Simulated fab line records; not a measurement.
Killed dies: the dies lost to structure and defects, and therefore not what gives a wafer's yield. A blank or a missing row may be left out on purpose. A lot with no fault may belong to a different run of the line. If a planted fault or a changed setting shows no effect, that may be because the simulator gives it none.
Code-filled problem report in 8D (eight disciplines) form + flow gf180mcu + the parts of the form that need people (team, actions taken, sign-off) are left out

== 1. THE ISSUE ==
Mean of overpolishRunS at GF_CONTACT_CMP_27: 0.039 s across 5 wafers in 3 lots; on wafers with no fault it is 15.000 s (standard deviation 0.009). So: -99 or more standard deviations from the usual mean.
The step: polishes, stops on SiO2, t overpolish 15 s, target thk 0 nm.
Seen first at day 23 20:15 on cmp-02, wafer L750.3. The record has a number at this step for 42 wafers belonging to 15 lots. By rule, "out" or "out of limits" means more than 4 standard deviations away from the usual mean. The other wafers with a number count as sound.

== 2. WHAT IT IS, WHAT IT ISN'T ==
| question                    | is                                     | is not                                                                 |
|-----------------------------|----------------------------------------|------------------------------------------------------------------------|
| which readings at this step | overpolishRunS, timeToEndpointS        | motorCurrentA                                                          |
| which lots                  | L750, L751, L752                       | L730, L731, L732, L733, L734, L735, L736, L737, L739, L740, L741, L742 |
| which wafers of those lots  | L750.3, L750.6, L751.6, L752.3, L752.6 | L751.5                                                                 |
| read on which tools         | cmp-02                                 | cmp-01                                                                 |
| when                        | from day 23 20:15                      | up to then (36 sound wafers); but 1 sound wafer of L751 came after     |

== 3. WHAT RULES OUT EACH SUSPECT ==
Counting: any tool at a process step up to the reading remains a suspect provided it ran every lot that is out. Sound lots after the first of them don't rule it out here, since some wafers of a struck lot are sound.
- rtpAnneal-01 at GF_SALICIDE_RTA_08 (time 30 s): kept. Ran every lot that is out, first one L750 (day 22 20:10); last sound lot up to then L741 (day 19 22:54).
- cmp-02 at GF_CONTACT_CMP_27 (polishes, stops on SiO2, t overpolish 15 s, target thk 0 nm): kept. Ran every lot that is out, first one L750 (day 23 20:15); last sound lot up to then L742 (day 21 03:13). On those wafers its own readings are out: overpolishRunS, timeToEndpointS.
Remaining after the count are rtpAnneal-01 at GF_SALICIDE_RTA_08 and cmp-02 at GF_CONTACT_CMP_27.

== 4. THE CAUSE (what the simulator had put in) ==
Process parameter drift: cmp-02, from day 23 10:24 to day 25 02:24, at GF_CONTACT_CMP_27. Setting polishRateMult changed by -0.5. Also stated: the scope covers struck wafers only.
Counting left 2 suspects, and this tool is among them.

== 5. THE EFFECT CHAIN, in route order ==
Rows list readings where the struck wafers' mean (over those with a number) sits beyond 3 standard deviations from the usual. Only readings for which the record gives a usual standard deviation are gone through. hours: the time from each lot's start at the first step in this table that gives one to its start at this step, as a median over the lots. sigmas: the change in usual standard deviations.
| hours | step                    | reading          | usual    | on struck wafers | change  | sigmas      |
|-------|-------------------------|------------------|----------|------------------|---------|-------------|
| 0     | GF_CONTACT_CMP_27       | overpolishRunS   | 15.000 s | 0.039            | -14.961 | -99 or more |
| 0     | GF_CONTACT_CMP_27       | timeToEndpointS  | 72 s     | 114              | +42     | +10         |
| 259   | GF_PASSIVATION_PROBE_99 | killedAtContacts | 5.7      | 453.0            | +447.3  | +99 or more |
| 259   | GF_PASSIVATION_PROBE_99 | killedDies       | 46       | 492              | +446    | +66         |
| 259   | GF_PASSIVATION_PROBE_99 | killedOnRim      | 9.4      | 96.0             | +86.6   | +31         |
The process steps in it:
- GF_CONTACT_CMP_27: polishes, stops on SiO2, t overpolish 15 s, target thk 0 nm.
- GF_PASSIVATION_PROBE_99

== 6. HOW IT WOULD HAVE BEEN CAUGHT EARLIER ==
First out-of-limits reading in this record: day 23 20:15, which is 10 hours after fault onset at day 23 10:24.
